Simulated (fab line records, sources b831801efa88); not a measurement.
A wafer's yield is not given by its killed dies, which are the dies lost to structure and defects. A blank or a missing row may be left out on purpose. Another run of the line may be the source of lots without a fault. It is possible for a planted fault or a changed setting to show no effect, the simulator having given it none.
2 desks looking at one fault ; flow gf180mcu ; what lay behind the numbers comes last; until then each desk has only its own

FOR THE TOOL OWNER'S DESK: rtpAnneal-02
At GF_PSD_RTA_13 (time 20 s), the tool's own readings, given per lot that ran on this tool as the mean of the sampled wafers with a number. A lot is out of limits, marked OUT, if its mean lies more than 4 standard deviations from the usual mean; the brackets give that distance.
Columns: A = lampPowerPct at GF_PSD_RTA_13, usual 29.2 %; B = runLengthS at GF_PSD_RTA_13, usual 48.26 s; C = wafer_temp_C_max at GF_PSD_RTA_13, usual 1028.7
lot;first seen here;A;B;C
L741;day 14 15:23;28.0;48.30;1029.9
L742;day 15 01:01;28.0;48.53;1030.9
L743;day 15 06:48;28.1;48.29;1030.4
L749;day 17 16:04;28.0;72.38 (+99 or more) OUT;1028.9
L751;day 18 03:39;28.0;72.27 (+99 or more) OUT;1030.4
L758;day 20 15:59;28.0;48.35;1029.8
L763;day 22 04:12;28.0;48.37;1030.0
This desk's verdict: out of limits on L749, L751, starting with L749 at day 17 16:04 (runLengthS at GF_PSD_RTA_13). Within limits: L741, L742, L743, L758, L763.

THE METROLOGY DESK
Means of the sampled wafers that have a number, per lot and without regard to the tool the lot ran on: this is what the gauges read. A lot is out of limits, marked OUT, if its mean lies more than 4 standard deviations from the usual mean; the brackets give that distance.
Columns: A = NSD_RS at GF_PSD_RS_MEAS_14, usual 46.09 ohm/sq; B = PSD_RS at GF_PSD_RS_MEAS_15, usual 108.43 ohm/sq; C = V1_CVD_02_THK at GF_V1_THK_MEAS_03, usual 849 nm; D = cdNm at GF_M3_CD_MEAS_14, usual 279.3 nm
lot;first seen here;A;B;C;D
L740;day 14 02:08;46.07;108.54;842;282.1
L741;day 14 15:28;46.11;108.38;845;280.0
L742;day 15 01:07;45.99;107.98;853;278.6
L743;day 15 06:53;46.15;108.65;864;276.7
L744;day 15 13:11;46.02;108.09;845;279.0
L749;day 17 16:10;41.83 (-53) OUT;100.88 (-28) OUT;844;279.8
L750;day 17 19:01;46.18;108.65;855;279.6
L751;day 18 03:44;41.78 (-54) OUT;100.88 (-28) OUT;854;281.6
L756;day 19 19:29;46.15;108.54;842;279.9
L757;day 20 07:38;46.08;108.49;858;280.3
L758;day 20 16:04;46.09;108.33;848;278.7
L761;day 21 17:14;45.94;108.06;845;278.7
L763;day 22 04:17;46.12;108.47;846;281.4
Finding of this desk: L749, L751 out of limits, first seen on L749 at day 17 16:10 (NSD_RS at GF_PSD_RS_MEAS_14). Within limits: L740, L741, L742, L743, L744, L750, L756, L757, L758, L761, L763.

ALL TOGETHER
An alarm could have come from the tool owner's desk at day 17 16:04, on L749, L751.
At day 17 16:10 the metrology desk could have sounded an alarm, on L749, L751.
GF_PSD_RTA_13 was run on rtpAnneal-02 by each of the lots named.

WHAT THE SIMULATOR HAD INSERTED
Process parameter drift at GF_PSD_RTA_13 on rtpAnneal-02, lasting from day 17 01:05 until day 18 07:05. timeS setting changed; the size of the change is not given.
Lots struck among those shown: L749, L751.
Fault start to first reading out of limits, in hours, per desk: tool owner, 15; metrology, 15.
